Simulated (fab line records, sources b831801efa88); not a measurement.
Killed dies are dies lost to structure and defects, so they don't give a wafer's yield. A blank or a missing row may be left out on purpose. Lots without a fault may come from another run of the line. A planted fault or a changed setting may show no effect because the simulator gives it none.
fab line records | flow sky130
record lots=5 wafers=15 last_day=49
route steps=708 shown LDD_P@260 LDD_HVN@267 LDD_HVP@278 LDD_LDN@289 SPACER@304
lots that met no fault: from a run of the same line without faults
start_h: hours from the record's first day to the start of the lot's first wafer shown | wait_h: hours since the lot's step before | " the same as in the row above | L1.1+2: a row that stands for several wafers | - no value, or no start given | * or withheld: withheld | < > ~ a bound
route shown NAME@n: a module of which the file shows steps, and the number in the route of the first | usual: mean/standard deviation of fault-free wafers | same: alike in all rows | chamber/n: place in a boat | sites: the reading at each site | _std_site: their standard deviation | _edge_site: outer sites' mean less inner sites' | radius_mm: how far each site lies from the wafer's centre | mask NAME#n: copy n | behind: the tool/chamber that last shaped the wafer | hold: why the lot was held/for how many hours/how that ended | device: the transistor (n, p or np) that didn't switch | end of line: the same wafers' tests at the end of the route | a step without rows: its recipe alone | killed: dies lost to structure and defects at the first sort, not the wafer's yield | map: a wafer's dies, x killed, . not, _ none there
set.NAME: the setting as run; set.NAME@STEP: as run at that earlier step | model.NAME: the simulator's own value behind a step, which no gauge read
lots at some steps of the route; a table a step, a row a wafer
services: from which hour (start_h, from the record's first day; less than 0 if before it) a tool's chamber was out of use, for how many hours, and why
## steps
# step SKY_LDD_P_PEB_05
# recipe temp_c=withheld time_s=* resist=NOVOLAK
# columns lot.wafer tool chamber start_h wait_h
L077.1+2+3 litho_track-03 0 - -
L084.2+3+4 litho_track-04 0 - -
L088.2+4+6 litho_track-01 0 - -
L089.1+2+4 litho_track-04 0 - -
L095.1+3+5 litho_track-01 0 - -
# step SKY_LDD_P_DEVELOP_06
# recipe resist=NOVOLAK developer=TMAH develop_time_s=60 dev_temp_c=23
# columns lot.wafer tool chamber start_h wait_h
L077.1+2+3 litho_track-03 0 455.72 0.1
L084.2+3+4 litho_track-04 0 527.33 0.1
L088.2+4+6 litho_track-01 0 562.88 0.1
L089.1+2+4 litho_track-04 0 586.30 0.1
L095.1+3+5 litho_track-01 0 609.26 0.1
# step SKY_LDD_P_CD_MEAS_07
# recipe target_cd_nm=380
# usual cd_nm=379.6/2.4
# columns lot.wafer tool chamber start_h wait_h cd_nm
L077.1 cd_sem-02 - 455.87 0.1 381.4
L077.2 " - " " 381.6
L077.3 " - " " 383.4
L084.2 cd_sem-02 - 527.47 0.1 377.4
L084.3 " - " " 378.4
L084.4 " - " " 376.7
L088.2 cd_sem-02 - 563.03 0.1 376.3
L088.4 " - " " 378.1
L088.6 " - " " 377.5
L089.1 cd_sem-01 - 586.45 0.1 379.9
L089.2 " - " " 377.8
L089.4 " - " " 378.1
L095.1 cd_sem-02 - 609.41 0.1 379.6
L095.3 " - " " 378.3
L095.5 " - " " 377.5
# step SKY_LDD_P_OVL_MEAS_08
# usual LDD_P_OVL=-1.0/1.3
# columns lot.wafer tool chamber start_h wait_h LDD_P_OVL[nm]
L077.1 overlay-01 - 455.99 0.1 -1.1
L077.2 " - " " -0.8
L077.3 " - " " -2.0
L084.2 overlay-02 - 527.58 0.1 -1.2
L084.3 " - " " 0.5
L084.4 " - " " 0.2
L088.2 overlay-02 - 563.13 0.1 -2.2
L088.4 " - " " -1.5
L088.6 " - " " 0.3
L089.1 overlay-01 - 586.57 0.1 -0.5
L089.2 " - " " 0.5
L089.4 " - " " 0.8
L095.1 overlay-01 - 609.53 0.1 0.1
L095.3 " - " " -1.3
L095.5 " - " " 0.4
# step SKY_LDD_P_IMPLANT_09
# recipe species=BF2 energy_kev=25 dose_cm2=1e+13 tilt_deg=withheld
# columns lot.wafer tool chamber start_h wait_h
L077.1+2+3 implanter-01 0 456.03 0.0
L084.2+3+4 implanter-04 0 527.64 0.0
L088.2+4+6 implanter-01 0 563.19 0.0
L089.1+2+4 implanter-01 0 586.61 0.0
L095.1+3+5 implanter-02 0 609.56 0.0
# step SKY_LDD_P_STRIP_10
# recipe chemistry=O2/N2 power_w=1400 pressure_mtorr=1500 platen_temp_c=withheld o2_flow_sccm=3000 n2_flow_sccm=300 overash_fraction=0.5
# usual drypump_motor_current_A=5.7/0.42 oes_product_au=0.715/0.0042 strip_time_to_endpoint_s=14.20/0.042
# columns lot.wafer tool chamber start_h wait_h drypump_motor_current_A oes_product_au rf_hours_counter_h strip_time_to_endpoint_s
L077.1 plasma_asher-04 0 456.18 0.1 5.6 0.716 34 14.17
L077.2 " 1 " " 5.8 0.717 34 14.17
L077.3 " 0 " " 5.7 0.718 - 14.17
L084.2 plasma_asher-03 1 527.76 0.1 5.4 0.717 84 14.22
L084.3 " 0 " " 6.4 0.718 - 14.25
L084.4 " 1 " " 5.4 0.717 - 14.24
L088.2 plasma_asher-03 0 563.31 0.1 6.4 0.713 88 14.24
L088.4 " 1 " " 5.4 0.708 - 14.24
L088.6 " 0 " " 6.5 0.721 - 14.22
L089.1 plasma_asher-04 1 586.76 0.1 5.8 0.710 46 14.19
L089.2 " 0 " " 5.6 0.710 46 14.23
L089.4 " 1 " " 5.8 0.715 - 14.23
L095.1 plasma_asher-03 1 609.71 0.1 5.4 0.713 93 14.20
L095.3 " 0 " " 6.4 0.721 - 14.22
L095.5 " 0 " " 6.4 0.711 - 14.23
# step SKY_LDD_P_TW_MEAS_11
# usual LDD_P_TW=642/3.4
# columns lot.wafer tool chamber start_h wait_h LDD_P_TW
L077.1 film_metro-03 - 456.28 0.1 643
L077.2 " - " " 643
L077.3 " - " " 645
L084.2 film_metro-02 - 527.87 0.1 641
L084.3 " - " " 640
L084.4 " - " " 641
L088.2 film_metro-04 - 563.42 0.1 639
L088.4 " - " " 638
L088.6 " - " " 638
L089.1 film_metro-04 - 586.86 0.1 639
L089.2 " - " " 641
L089.4 " - " " 644
L095.1 film_metro-04 - 609.81 0.1 640
L095.3 " - " " 641
L095.5 " - " " 638
# step SKY_LDD_HVN_DEHYDRATE_00
# recipe temp_c=200 time_s=60
# columns lot.wafer tool chamber start_h wait_h
L077.1+2+3 litho_track-03 0 470.97 14.7
L084.2+3+4 litho_track-02 0 541.97 14.1
L088.2+4+6 litho_track-04 0 577.28 13.8
L089.1+2+4 litho_track-03 0 601.07 14.2
L095.1+3+5 litho_track-04 0 624.05 14.2
# step SKY_LDD_HVN_HMDS_01
# recipe prime_time_s=60 prime_temp_c=120
# same prime_time_s=60
# columns lot.wafer tool chamber start_h wait_h
L077.1+2+3 litho_track-03 0 471.12 0.1
L084.2+3+4 litho_track-02 0 542.12 0.1
L088.2+4+6 litho_track-04 0 577.43 0.1
L089.1+2+4 litho_track-03 0 601.22 0.1
L095.1+3+5 litho_track-04 0 624.20 0.1
# step SKY_LDD_HVN_COAT_02
# recipe resist=NOVOLAK spin_rpm=3000 resist_thk_nm=300
# columns lot.wafer tool chamber start_h wait_h
L077.1+2+3 litho_track-03 0 471.27 0.1
L084.2+3+4 litho_track-02 0 542.27 0.1
L088.2+4+6 litho_track-04 0 577.58 0.1
L089.1+2+4 litho_track-03 0 601.37 0.1
L095.1+3+5 litho_track-04 0 624.35 0.1
# step SKY_LDD_HVN_SOFTBAKE_03
# recipe temp_c=90 time_s=60 resist=NOVOLAK
# columns lot.wafer tool chamber start_h wait_h
L077.1+2+3 litho_track-03 0 471.42 0.1
L084.2+3+4 litho_track-02 0 542.42 0.1
L088.2+4+6 litho_track-04 0 577.73 0.1
L089.1+2+4 litho_track-03 0 601.52 0.1
L095.1+3+5 litho_track-04 0 624.50 0.1
# step SKY_LDD_HVN_EXPOSE_04
# recipe mask_id=HVNTM na=0.6 source_shape=conventional sigma_outer=0.6 polarization=unpolarized target_cd_nm=700 dose_mj=127
# usual stage_vel_mm_s=499.96/0.24
# columns lot.wafer tool chamber start_h wait_h mask stage_vel_mm_s
L077.1 iline_stepper-01 0 - - HVNTM#0 500.13
L077.2 " 0 " " HVNTM#0 499.72
L077.3 " 0 " " HVNTM#0 499.66
L084.2 iline_stepper-01 0 - - HVNTM#0 500.19
L084.3 " 0 " " HVNTM#0 500.23
L084.4 " 0 " " HVNTM#0 499.97
L088.2 iline_stepper-01 0 - - HVNTM#0 499.97
L088.4 " 0 " " HVNTM#0 499.99
L088.6 " 0 " " HVNTM#0 499.83
L089.1 iline_stepper-02 0 - - HVNTM#0 500.32
L089.2 " 0 " " HVNTM#0 500.37
L089.4 " 0 " " HVNTM#0 499.77
L095.1 iline_stepper-02 0 - - HVNTM#0 499.85
L095.3 " 0 " " HVNTM#0 499.96
L095.5 " 0 " " HVNTM#0 500.00
# step SKY_LDD_HVN_PEB_05
# recipe temp_c=withheld time_s=* resist=NOVOLAK
# columns lot.wafer tool chamber start_h wait_h
L077.1+2+3 litho_track-04 0 - -
L084.2+3+4 litho_track-04 0 - -
L088.2+4+6 litho_track-02 0 - -
L089.1+2+4 litho_track-02 0 - -
L095.1+3+5 litho_track-04 0 - -
# step SKY_LDD_HVN_DEVELOP_06
# recipe resist=NOVOLAK developer=TMAH develop_time_s=60 dev_temp_c=23
# columns lot.wafer tool chamber start_h wait_h
L077.1+2+3 litho_track-04 0 486.85 0.1
L084.2+3+4 litho_track-04 0 557.88 0.1
L088.2+4+6 litho_track-02 0 592.32 0.1
L089.1+2+4 litho_track-02 0 615.50 0.1
L095.1+3+5 litho_track-04 0 638.50 0.1
# step SKY_LDD_HVN_OVL_MEAS_07
# usual LDD_HVN_OVL=-0.2/1.3
# columns lot.wafer tool chamber start_h wait_h LDD_HVN_OVL[nm]
L077.1 overlay-01 - 487.00 0.1 -1.1
L077.2 " - " " -1.2
L077.3 " - " " -0.1
L084.2 overlay-02 - 558.01 0.1 -0.6
L084.3 " - " " 0.2
L084.4 " - " " -1.9
L088.2 overlay-01 - 592.46 0.1 4.1
L088.4 " - " " -1.5
L088.6 " - " " 1.4
L089.1 overlay-01 - 615.65 0.1 -1.0
L089.2 " - " " -1.1
L089.4 " - " " -1.8
L095.1 overlay-02 - 638.65 0.1 -0.7
L095.3 " - " " -0.7
L095.5 " - " " 0.6
# step SKY_LDD_HVN_IMPLANT_08
# recipe species=P energy_kev=60 dose_cm2=3e+13 tilt_deg=40
# columns lot.wafer tool chamber start_h wait_h
L077.1+2+3 implanter-03 0 487.04 0.0
L084.2+3+4 implanter-02 0 558.07 0.0
L088.2+4+6 implanter-02 0 592.51 0.0
L089.1+2+4 implanter-03 0 615.69 0.0
L095.1+3+5 implanter-02 0 638.69 0.0
# step SKY_LDD_HVN_STRIP_09
# recipe chemistry=O2/N2 power_w=1400 pressure_mtorr=1500 platen_temp_c=withheld o2_flow_sccm=3000 n2_flow_sccm=300 overash_fraction=0.5
# usual drypump_motor_current_A=5.46/0.3 oes_product_au=0.408/0.0047 strip_time_to_endpoint_s=4.133/0.015
# columns lot.wafer tool chamber start_h wait_h drypump_motor_current_A oes_product_au rf_hours_counter_h strip_time_to_endpoint_s
L077.1 plasma_asher-01 1 487.19 0.1 5.41 0.406 6 4.137
L077.2 " 0 " " 5.22 0.404 6 4.136
L077.3 " 1 " " 5.43 0.414 - 4.140
L084.2 plasma_asher-02 1 558.19 0.1 5.62 0.412 74 4.144
L084.3 " 1 " " 5.62 0.410 - 4.130
L084.4 " 0 " " 4.93 0.406 - 4.140
L088.2 plasma_asher-01 0 592.64 0.1 5.18 0.402 17 4.140
L088.4 " 1 " " 5.47 0.408 - 4.119
L088.6 " 0 " " 5.17 0.407 - 4.138
L089.1 plasma_asher-01 0 615.84 0.1 5.20 0.406 19 4.134
L089.2 " 1 " " 5.45 0.406 19 4.142
L089.4 " 1 " " 5.45 0.408 - 4.137
L095.1 plasma_asher-02 0 638.84 0.1 4.90 0.409 82 4.129
L095.3 " 1 " " 5.61 0.411 - 4.148
L095.5 " 0 " " 4.91 0.405 - 4.151
# step SKY_LDD_HVN_TW_MEAS_10
# usual LDD_HVN_TW=1452/11
# columns lot.wafer tool chamber start_h wait_h LDD_HVN_TW
L077.1 film_metro-03 - 487.29 0.1 1460
L077.2 " - " " 1460
L077.3 " - " " 1464
L084.2 film_metro-03 - 558.30 0.1 1464
L084.3 " - " " 1461
L084.4 " - " " 1461
L088.2 film_metro-03 - 592.75 0.1 1462
L088.4 " - " " 1465
L088.6 " - " " 1461
L089.1 film_metro-03 - 615.94 0.1 1452
L089.2 " - " " 1455
L089.4 " - " " 1462
L095.1 film_metro-02 - 639.04 0.2 1456
L095.3 " - " " 1448
L095.5 " - " " 1452
# step SKY_LDD_HVP_DEHYDRATE_00
# recipe temp_c=200 time_s=60
# columns lot.wafer tool chamber start_h wait_h
L077.1+2+3 litho_track-01 0 502.16 14.9
L084.2+3+4 litho_track-02 0 572.52 14.2
L088.2+4+6 litho_track-01 0 606.73 14.0
L089.1+2+4 litho_track-01 0 630.36 14.4
L095.1+3+5 litho_track-04 0 652.05 13.0
# step SKY_LDD_HVP_HMDS_01
# recipe prime_time_s=60 prime_temp_c=120
# same prime_time_s=60
# columns lot.wafer tool chamber start_h wait_h
L077.1+2+3 litho_track-01 0 502.31 0.1
L084.2+3+4 litho_track-02 0 572.67 0.1
L088.2+4+6 litho_track-01 0 606.88 0.1
L089.1+2+4 litho_track-01 0 630.51 0.1
L095.1+3+5 litho_track-04 0 652.20 0.1
# step SKY_LDD_HVP_COAT_02
# recipe resist=NOVOLAK spin_rpm=3000 resist_thk_nm=300
# columns lot.wafer tool chamber start_h wait_h
L077.1+2+3 litho_track-01 0 502.46 0.1
L084.2+3+4 litho_track-02 0 572.82 0.1
L088.2+4+6 litho_track-01 0 607.03 0.1
L089.1+2+4 litho_track-01 0 630.66 0.1
L095.1+3+5 litho_track-04 0 652.35 0.1
# step SKY_LDD_HVP_SOFTBAKE_03
# recipe temp_c=90 time_s=60 resist=NOVOLAK
# columns lot.wafer tool chamber start_h wait_h
L077.1+2+3 litho_track-01 0 502.61 0.1
L084.2+3+4 litho_track-02 0 572.97 0.1
L088.2+4+6 litho_track-01 0 607.18 0.1
L089.1+2+4 litho_track-01 0 630.81 0.1
L095.1+3+5 litho_track-04 0 652.50 0.1
# step SKY_LDD_HVP_EXPOSE_04
# recipe mask_id=HVPTM na=0.6 source_shape=conventional sigma_outer=0.6 polarization=unpolarized target_cd_nm=700 dose_mj=86
# usual stage_vel_mm_s=500.01/0.27
# columns lot.wafer tool chamber start_h wait_h mask stage_vel_mm_s
L077.1 iline_stepper-01 0 - - HVPTM#0 499.75
L077.2 " 0 " " HVPTM#0 500.05
L077.3 " 0 " " HVPTM#0 499.66
L084.2 iline_stepper-02 0 - - HVPTM#0 500.52
L084.3 " 0 " " HVPTM#0 500.28
L084.4 " 0 " " HVPTM#0 500.02
L088.2 iline_stepper-02 0 - - HVPTM#0 499.97
L088.4 " 0 " " HVPTM#0 499.88
L088.6 " 0 " " HVPTM#0 500.13
L089.1 iline_stepper-01 0 - - HVPTM#0 500.12
L089.2 " 0 " " HVPTM#0 500.17
L089.4 " 0 " " HVPTM#0 500.07
L095.1 iline_stepper-02 0 - - HVPTM#0 499.89
L095.3 " 0 " " HVPTM#0 499.89
L095.5 " 0 " " HVPTM#0 500.00
# step SKY_LDD_HVP_PEB_05
# recipe temp_c=withheld time_s=* resist=NOVOLAK
# columns lot.wafer tool chamber start_h wait_h
L077.1+2+3 litho_track-01 0 - -
L084.2+3+4 litho_track-01 0 - -
L088.2+4+6 litho_track-02 0 - -
L089.1+2+4 litho_track-04 0 - -
L095.1+3+5 litho_track-01 0 - -
# step SKY_LDD_HVP_DEVELOP_06
# recipe resist=NOVOLAK developer=TMAH develop_time_s=60 dev_temp_c=23
# columns lot.wafer tool chamber start_h wait_h
L077.1+2+3 litho_track-01 0 517.01 0.1
L084.2+3+4 litho_track-01 0 587.18 0.1
L088.2+4+6 litho_track-02 0 621.57 0.1
L089.1+2+4 litho_track-04 0 644.85 0.1
L095.1+3+5 litho_track-01 0 666.61 0.1
# step SKY_LDD_HVP_OVL_MEAS_07
# usual LDD_HVP_OVL=-1.2/1.2
# columns lot.wafer tool chamber start_h wait_h LDD_HVP_OVL[nm]
L077.1 overlay-02 - 517.16 0.1 -1.1
L077.2 " - " " -2.7
L077.3 " - " " -4.3
L084.2 overlay-02 - 587.31 0.1 -1.5
L084.3 " - " " -0.3
L084.4 " - " " 0.8
L088.2 overlay-01 - 621.71 0.1 -0.9
L088.4 " - " " 0.0
L088.6 " - " " 1.6
L089.1 overlay-01 - 645.00 0.1 -3.8
L089.2 " - " " -2.9
L089.4 " - " " -4.1
L095.1 overlay-01 - 666.76 0.1 -0.5
L095.3 " - " " -0.2
L095.5 " - " " -1.3
# step SKY_LDD_HVP_IMPLANT_08
# recipe species=B energy_kev=20 dose_cm2=1.7e+13 tilt_deg=17.9
# columns lot.wafer tool chamber start_h wait_h
L077.1+2+3 implanter-02 0 517.19 0.0
L084.2+3+4 implanter-01 0 587.37 0.0
L088.2+4+6 implanter-02 0 621.76 0.0
L089.1+2+4 implanter-01 0 645.04 0.0
L095.1+3+5 implanter-01 0 666.79 0.0
# step SKY_LDD_HVP_STRIP_09
# recipe chemistry=O2/N2 power_w=1400 pressure_mtorr=1500 platen_temp_c=withheld o2_flow_sccm=3000 n2_flow_sccm=300 overash_fraction=0.5
# usual drypump_motor_current_A=5.5/0.52 oes_product_au=0.408/0.0054 strip_time_to_endpoint_s=4.133/0.015
# columns lot.wafer tool chamber start_h wait_h drypump_motor_current_A oes_product_au rf_hours_counter_h strip_time_to_endpoint_s
L077.1 plasma_asher-02 1 517.34 0.1 5.6 0.404 70 4.137
L077.2 " 0 " " 4.9 0.402 70 4.146
L077.3 " 0 " " 4.9 0.408 - 4.143
L084.2 plasma_asher-02 0 587.49 0.1 4.9 0.406 77 4.116
L084.3 " 0 " " 4.9 0.408 - 4.112
L084.4 " 1 " " 5.6 0.397 - 4.143
L088.2 plasma_asher-02 0 621.89 0.1 4.9 0.399 80 4.153
L088.4 " 0 " " 4.9 0.409 - 4.154
L088.6 " 0 " " 4.9 0.416 - 4.157
L089.1 plasma_asher-02 1 645.19 0.1 5.6 0.403 83 4.133
L089.2 " 0 " " 4.9 0.402 83 4.133
L089.4 " 1 " " 5.6 0.417 - 4.144
L095.1 plasma_asher-02 1 666.94 0.1 5.6 0.400 85 4.121
L095.3 " 0 " " 4.9 0.399 - 4.137
L095.5 " 0 " " 4.9 0.410 - 4.116
# step SKY_LDD_HVP_TW_MEAS_10
# usual LDD_HVP_TW=458.5/2.8
# columns lot.wafer tool chamber start_h wait_h LDD_HVP_TW
L077.1 film_metro-01 - 517.44 0.1 457.0
L077.2 " - " " 458.9
L077.3 " - " " 457.9
L084.2 film_metro-01 - 587.60 0.1 453.8
L084.3 " - " " 454.9
L084.4 " - " " 455.5
L088.2 film_metro-01 - 622.00 0.1 458.9
L088.4 " - " " 461.2
L088.6 " - " " 458.1
L089.1 film_metro-01 - 645.29 0.1 457.2
L089.2 " - " " 457.9
L089.4 " - " " 455.6
L095.1 film_metro-04 - 667.04 0.1 458.7
L095.3 " - " " 460.4
L095.5 " - " " 460.9
# step SKY_LDD_LDN_DEHYDRATE_00
# recipe temp_c=200 time_s=60
# columns lot.wafer tool chamber start_h wait_h
L077.1+2+3 litho_track-02 0 532.35 14.9
L084.2+3+4 litho_track-03 0 602.05 14.4
L088.2+4+6 litho_track-01 0 636.53 14.5
L089.1+2+4 litho_track-01 0 658.11 12.8
L095.1+3+5 litho_track-03 0 679.92 12.9
# step SKY_LDD_LDN_HMDS_01
# recipe prime_time_s=60 prime_temp_c=120
# same prime_time_s=60
# columns lot.wafer tool chamber start_h wait_h
L077.1+2+3 litho_track-02 0 532.50 0.1
L084.2+3+4 litho_track-03 0 602.20 0.1
L088.2+4+6 litho_track-01 0 636.68 0.1
L089.1+2+4 litho_track-01 0 658.26 0.1
L095.1+3+5 litho_track-03 0 680.07 0.1
# step SKY_LDD_LDN_COAT_02
# recipe resist=NOVOLAK spin_rpm=3000 resist_thk_nm=1140
# columns lot.wafer tool chamber start_h wait_h
L077.1+2+3 litho_track-02 0 532.65 0.1
L084.2+3+4 litho_track-03 0 602.35 0.1
L088.2+4+6 litho_track-01 0 636.83 0.1
L089.1+2+4 litho_track-01 0 658.41 0.1
L095.1+3+5 litho_track-03 0 680.22 0.1
# step SKY_LDD_LDN_SOFTBAKE_03
# recipe temp_c=90 time_s=60 resist=NOVOLAK
# columns lot.wafer tool chamber start_h wait_h
L077.1+2+3 litho_track-02 0 532.80 0.1
L084.2+3+4 litho_track-03 0 602.50 0.1
L088.2+4+6 litho_track-01 0 636.98 0.1
L089.1+2+4 litho_track-01 0 658.56 0.1
L095.1+3+5 litho_track-03 0 680.37 0.1
# step SKY_LDD_LDN_EXPOSE_04
# recipe mask_id=LDNTM na=0.6 source_shape=conventional sigma_outer=0.6 polarization=unpolarized target_cd_nm=700 dose_mj=140
# usual stage_vel_mm_s=499.94/0.29
# columns lot.wafer tool chamber start_h wait_h mask stage_vel_mm_s
L077.1 iline_stepper-01 0 - - LDNTM#0 500.89
L077.2 " 0 " " LDNTM#0 500.41
L077.3 " 0 " " LDNTM#0 500.34
L084.2 iline_stepper-01 0 - - LDNTM#0 499.45
L084.3 " 0 " " LDNTM#0 499.83
L084.4 " 0 " " LDNTM#0 499.68
L088.2 iline_stepper-01 0 - - LDNTM#0 500.23
L088.4 " 0 " " LDNTM#0 500.08
L088.6 " 0 " " LDNTM#0 500.20
L089.1 iline_stepper-02 0 - - LDNTM#0 499.80
L089.2 " 0 " " LDNTM#0 499.80
L089.4 " 0 " " LDNTM#0 499.67
L095.1 iline_stepper-01 0 - - LDNTM#0 499.78
L095.3 " 0 " " LDNTM#0 499.69
L095.5 " 0 " " LDNTM#0 499.78
# step SKY_LDD_LDN_PEB_05
# recipe temp_c=withheld time_s=* resist=NOVOLAK
# columns lot.wafer tool chamber start_h wait_h
L077.1+2+3 litho_track-02 0 - -
L084.2+3+4 litho_track-01 0 - -
L088.2+4+6 litho_track-02 0 - -
L089.1+2+4 litho_track-02 0 - -
L095.1+3+5 litho_track-02 0 - -
# step SKY_LDD_LDN_DEVELOP_06
# recipe resist=NOVOLAK developer=TMAH develop_time_s=60 dev_temp_c=23
# columns lot.wafer tool chamber start_h wait_h
L077.1+2+3 litho_track-02 0 547.65 0.1
L084.2+3+4 litho_track-01 0 616.78 0.1
L088.2+4+6 litho_track-02 0 650.12 0.1
L089.1+2+4 litho_track-02 0 672.55 0.1
L095.1+3+5 litho_track-02 0 694.50 0.1
# step SKY_LDD_LDN_OVL_MEAS_07
# usual LDD_LDN_OVL=0.5/1.5
# columns lot.wafer tool chamber start_h wait_h LDD_LDN_OVL[nm]
L077.1 overlay-02 - 547.80 0.1 2.8
L077.2 " - " " -0.1
L077.3 " - " " 2.4
L084.2 overlay-01 - 616.91 0.1 0.7
L084.3 " - " " 2.6
L084.4 " - " " 2.1
L088.2 overlay-01 - 650.26 0.1 -0.3
L088.4 " - " " 1.4
L088.6 " - " " 0.2
L089.1 overlay-02 - 672.70 0.1 -0.1
L089.2 " - " " 0.2
L089.4 " - " " 0.8
L095.1 overlay-02 - 694.65 0.1 -2.6
L095.3 " - " " -1.9
L095.5 " - " " -1.2
# step SKY_LDD_LDN_IMPLANT_08
# recipe species=As energy_kev=15 dose_cm2=1.25e+13 tilt_deg=withheld rotation_deg=23
# columns lot.wafer tool chamber start_h wait_h
L077.1+2+3 implanter-03 0 547.84 0.0
L084.2+3+4 implanter-01 0 616.97 0.0
L088.2+4+6 implanter-01 0 650.31 0.0
L089.1+2+4 implanter-03 0 672.74 0.0
L095.1+3+5 implanter-04 0 694.69 0.0
# step SKY_LDD_LDN_IMPLANT_09
# recipe species=As energy_kev=15 dose_cm2=1.25e+13 tilt_deg=withheld rotation_deg=113
# columns lot.wafer tool chamber start_h wait_h
L077.1+2+3 implanter-03 0 547.99 0.1
L084.2+3+4 implanter-01 0 617.12 0.1
L088.2+4+6 implanter-01 0 650.46 0.1
L089.1+2+4 implanter-03 0 672.89 0.1
L095.1+3+5 implanter-04 0 694.84 0.1
# step SKY_LDD_LDN_IMPLANT_10
# recipe species=As energy_kev=15 dose_cm2=1.25e+13 tilt_deg=withheld rotation_deg=203
# columns lot.wafer tool chamber start_h wait_h
L077.1+2+3 implanter-03 0 548.14 0.1
L084.2+3+4 implanter-01 0 617.27 0.1
L088.2+4+6 implanter-01 0 650.61 0.1
L089.1+2+4 implanter-03 0 673.04 0.1
L095.1+3+5 implanter-04 0 694.99 0.1
# step SKY_LDD_LDN_IMPLANT_11
# recipe species=As energy_kev=15 dose_cm2=1.25e+13 tilt_deg=withheld rotation_deg=293
# columns lot.wafer tool chamber start_h wait_h
L077.1+2+3 implanter-03 0 548.29 0.1
L084.2+3+4 implanter-01 0 617.42 0.1
L088.2+4+6 implanter-01 0 650.76 0.1
L089.1+2+4 implanter-03 0 673.19 0.1
L095.1+3+5 implanter-04 0 695.14 0.1
# step SKY_LDD_LDN_STRIP_12
# recipe chemistry=O2/N2 power_w=1400 pressure_mtorr=1500 platen_temp_c=withheld o2_flow_sccm=3000 n2_flow_sccm=300 overash_fraction=0.5
# usual drypump_motor_current_A=5.7/0.45 oes_product_au=0.716/0.004 strip_time_to_endpoint_s=14.16/0.04
# columns lot.wafer tool chamber start_h wait_h drypump_motor_current_A oes_product_au rf_hours_counter_h strip_time_to_endpoint_s
L077.1 plasma_asher-03 0 548.44 0.1 6.4 0.714 86 14.14
L077.2 " 1 " " 5.4 0.720 86 14.13
L077.3 " 0 " " 6.5 0.719 - 14.11
L084.2 plasma_asher-04 0 617.54 0.1 5.7 0.716 48 14.17
L084.3 " 0 " " 5.7 0.713 - 14.11
L084.4 " 1 " " 5.8 0.720 - 14.12
L088.2 plasma_asher-04 1 650.89 0.1 5.8 0.722 52 14.14
L088.4 " 1 " " 5.8 0.712 - 14.18
L088.6 " 1 " " 5.8 0.714 - 14.17
L089.1 plasma_asher-04 0 673.34 0.1 5.7 0.712 54 14.17
L089.2 " 1 " " 5.8 0.720 54 14.20
L089.4 " 0 " " 5.7 0.717 - 14.16
L095.1 plasma_asher-03 0 695.29 0.1 6.4 0.721 101 14.16
L095.3 " 1 " " 5.4 0.714 - 14.11
L095.5 " 1 " " 5.4 0.716 - 14.19
# step SKY_LDD_LDN_TW_MEAS_13
# usual LDD_LDN_TW=1486/8.2
# columns lot.wafer tool chamber start_h wait_h LDD_LDN_TW
L077.1 film_metro-02 - 548.54 0.1 1503
L077.2 " - " " 1495
L077.3 " - " " 1501
L084.2 film_metro-04 - 617.65 0.1 1489
L084.3 " - " " 1487
L084.4 " - " " 1492
L088.2 film_metro-04 - 651.00 0.1 1499
L088.4 " - " " 1492
L088.6 " - " " 1506
L089.1 film_metro-04 - 673.44 0.1 1490
L089.2 " - " " 1492
L089.4 " - " " 1483
L095.1 film_metro-01 - 695.39 0.1 1474
L095.3 " - " " 1466
L095.5 " - " " 1475
# step SKY_LDD_LDN_CLEAN_14
# recipe chemistry=SC1/SC2 mix=1:4:20 temp_c=70 time_s=150 dry=n2_spin
# columns lot.wafer tool chamber start_h wait_h
L077.1+2+3 wet_bench-01 0 548.60 0.1
L084.2+3+4 wet_bench-01 2 617.70 0.0
L088.2+4+6 wet_bench-03 3 651.05 0.0
L089.1+2+4 wet_bench-03 1 673.50 0.1
L095.1+3+5 wet_bench-03 1 695.45 0.1
# step SKY_SPACER_CVD_00
# recipe material=Si3N4 precursor=DCS/NH3 target_thk_nm=43.1 temp_c=770 time_s=740 pressure_mtorr=250
# usual spike_tc_upper_C=769.7/1.1 zone_power_lower_pct=12.2/0.91
# columns lot.wafer tool chamber start_h wait_h spike_tc_upper_C zone_power_lower_pct
L077.1 lpcvd-02 0 548.65 0.0 770.4 11.4
L077.2 " 0 " " 771.2 11.6
L077.3 " 0 " " 770.6 11.5
L084.2 lpcvd-02 0 617.76 0.0 770.1 11.5
L084.3 " 0 " " 768.9 11.3
L084.4 " 0 " " 769.7 11.2
L088.2 lpcvd-02 0 651.99 0.9 771.0 11.1
L088.4 " 0 " " 770.3 11.0
L088.6 " 0 " " 767.8 11.4
L089.1 lpcvd-02 0 673.60 0.0 770.9 11.3
L089.2 " 0 " " 769.2 11.6
L089.4 " 0 " " 768.9 11.4
L095.1 lpcvd-02 1 695.50 0.0 769.0 13.2
L095.3 " 1 " " 770.3 13.3
L095.5 " 1 " " 770.4 13.2
# step SKY_SPACER_THK_MEAS_01
# recipe reads=Si3N4_of_SPACER_CVD_00
# usual SPACER_CVD_00_THK=43.1/0.36
# columns lot.wafer tool chamber start_h wait_h SPACER_CVD_00_THK[nm]
L077.1 film_metro-03 - 549.85 0.0 43.1
L077.2 " - " " 42.8
L077.3 " - " " 42.7
L084.2 film_metro-02 - 618.97 0.0 43.3
L084.3 " - " " 43.2
L084.4 " - " " 42.8
L088.2 film_metro-02 - 653.21 0.0 43.2
L088.4 " - " " 43.4
L088.6 " - " " 43.4
L089.1 film_metro-04 - 674.81 0.0 43.3
L089.2 " - " " 43.2
L089.4 " - " " 42.8
L095.1 film_metro-02 - 696.74 0.0 42.5
L095.3 " - " " 42.6
L095.5 " - " " 42.5
## services
# columns tool chamber start_h hours kind
implanter-04 - 444.88 1.0 repair
iline_stepper-02 - 457.18 1.7 pm
implanter-03 - 463.14 6.4 pm
implanter-03 - 488.95 31.2 pm
iline_stepper-01 - 513.90 1.4 repair
iline_stepper-01 - 517.89 4.4 pm
implanter-02 - 525.40 15.2 pm
iline_stepper-01 - 543.34 1.7 pm
plasma_asher-03 - 551.00 0.6 repair
plasma_asher-03 - 551.45 0.4 repair
plasma_asher-04 - 551.89 15.6 pm
plasma_asher-03 - 572.03 2.1 repair
plasma_asher-02 - 584.81 2.1 repair
implanter-03 - 586.35 3.5 repair
plasma_asher-04 - 591.40 2.3 repair
plasma_asher-02 - 604.34 2.8 pm
implanter-02 - 633.63 0.7 repair
implanter-02 - 639.73 3.6 repair
plasma_asher-02 - 641.60 1.3 repair
implanter-02 - 643.03 6.1 repair
implanter-02 - 664.94 11.5 repair
implanter-03 - 669.44 2.4 repair
iline_stepper-02 - 675.36 1.7 pm
implanter-03 - 681.64 2.2 repair
## key
fault none
